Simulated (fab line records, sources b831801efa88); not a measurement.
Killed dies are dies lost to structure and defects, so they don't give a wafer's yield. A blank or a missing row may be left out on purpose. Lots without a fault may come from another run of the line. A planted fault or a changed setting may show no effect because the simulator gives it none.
A struck lot beside a sound one | flow gf180mcu | 18 steps out of a route of 602
Sound: wafers L108.3, L108.4, L108.6. Struck: wafer L109.1. (L109.4, L109.5 of the same lot were not struck and are left out.) The cause comes at the end.
At each step with rows: each side's tool, then ch and its chambers, then its first start. Under that, the readings that differ: sound wafers | struck wafers | difference of the means | sigmas: that difference in standard deviations of wafers without a fault.
alike: readings whose means differ by less than 2 such deviations, and words and numbers that are the same on both sides. not compared: withheld readings, readings that some wafer has no value for, bounds like >300 that may hide the same value, and numbers for which the record gives no deviation and whose values overlap.
The two part at a step that has a row with sigmas, a row that says differs or no value, or rows on one side only. Numbers that don't overlap but have no deviation are shown without sigmas and don't part them. A reading that every wafer of one side lacks parts them only if that side has two wafers or more.

first, 3 steps without rows for these wafers: GF_V5_EXPOSE_11 (exposes mask Via5, target cd 260 nm); GF_V5_PEB_12 (peb time 90 s); GF_V5_DEVELOP_13 (develop time 60 s).
GF_V5_CD_MEAS_14: target cd 260 nm.
  sound on cd_sem-02, day 28 11:21; struck on cd_sem-02, day 28 20:22
  alike: cd_nm
GF_V5_OVL_MEAS_15:
  sound on overlay-02, day 28 11:26; struck on overlay-02, day 28 20:29
  alike: V5_OVL
GF_V5_ETCH_16: etches BARC in N2/H2.
  sound on rie_diel-01 ch 2,3, day 28 11:28; struck on rie_diel-04 ch 1, day 28 20:31
  reading               | sound             | struck | difference | sigmas
  oes_product_au (a.u.) | 0.849 0.854 0.854 | 0.862  | +0.010     | +2
  alike: drypump_motor_current_A, throttle_valve_pct
GF_V5_ETCH_17: etches SiO2 in C4F8/O2/Ar, stops on TiN, target depth 855 nm.
  sound on rie_diel-01 ch 2,3; struck on rie_diel-04 ch 1
  reading               | sound             | struck | difference | sigmas
  oes_product_au (a.u.) | 0.851 0.861 0.848 | 0.867  | +0.014     | +3
GF_V5_STRIP_18: strips in O2/N2.
  sound on plasma_asher-01 ch 0,1, day 28 11:39; struck on plasma_asher-03 ch 0, day 28 20:40
  reading                | sound | struck | difference                   | sigmas
  rf_hours_counter_h (h) | - - - | 85     | no value on the sound wafers |
  alike: drypump_motor_current_A, heater_power_w, oes_product_au
then, 2 steps without rows for these wafers: GF_V5_STRIP_19 (strips in post etch residue remover, time 1200 s); GF_V5_CLEAN_20 (cleans in DIW).
GF_V5_SPUTTER_21: material Ti, target thk 15 nm, time 80.02 s.
  sound on pvd_sputter-04, day 28 12:11; struck on pvd_sputter-03, day 28 21:14
  alike: cathode_dc_power_W, throttle_valve_pct
GF_V5_SPUTTER_22: material TiN, target thk 10 nm, time 40 s.
  sound on pvd_sputter-04, day 28 12:14; struck on pvd_sputter-03, day 28 21:17
  alike: cathode_dc_power_W, throttle_valve_pct
GF_V5_CVD_23: deposits W, target thk 350 nm, time 104.9 s.
  sound on cvd_w-01 ch 0,1, day 28 12:19; struck on cvd_w-01 ch 0, day 28 21:20
  reading                          | sound             | struck | difference | sigmas
  model.W_of_V5_CVD_23.thk_nm (nm) | 347.7 344.3 347.1 | 233.5  | -112.9     |
  alike: chamber_pressure_Torr, heater_power_w
GF_V5_RS_MEAS_24: measures by four-point-probe.
  sound on film_metro-01, day 28 12:26; struck on film_metro-04, day 28 21:26
  reading          | sound             | struck | difference | sigmas
  V5_W_RS (ohm/sq) | 0.329 0.333 0.330 | 0.493  | +0.162     | +48
GF_V5_THK_MEAS_25: measures by xrf.
  sound on film_metro-01, day 28 12:32; struck on film_metro-04, day 28 21:34
  reading       | sound       | struck | difference | sigmas
  V5_W_THK (nm) | 350 350 351 | 229    | -121       | -21
GF_V5_CMP_26: polishes, stops on SiO2, t overpolish 15 s, target thk 0 nm.
  sound on cmp-02 ch 0,2,3, day 28 12:40; struck on cmp-01 ch 3, day 28 21:43
  reading                | sound    | struck | difference | sigmas
  time_to_endpoint_s (s) | 84 78 74 | 49     | -30        | -7
  alike: edge_zone_pressure_frac, motor_current_A
then, 1 step without rows for these wafers: GF_TOP_METAL_SPUTTER_00 (material Ti, target thk 37.5 nm, time 150 s).
GF_PASSIVATION_PROBE_99:
  the record has rows for the sound wafers here (prober-02, day 30 06:19) and none for the struck ones

WHERE THEY PART
First at GF_V5_ETCH_16; last, within this record, at GF_PASSIVATION_PROBE_99.

WHY: what the simulator had put in
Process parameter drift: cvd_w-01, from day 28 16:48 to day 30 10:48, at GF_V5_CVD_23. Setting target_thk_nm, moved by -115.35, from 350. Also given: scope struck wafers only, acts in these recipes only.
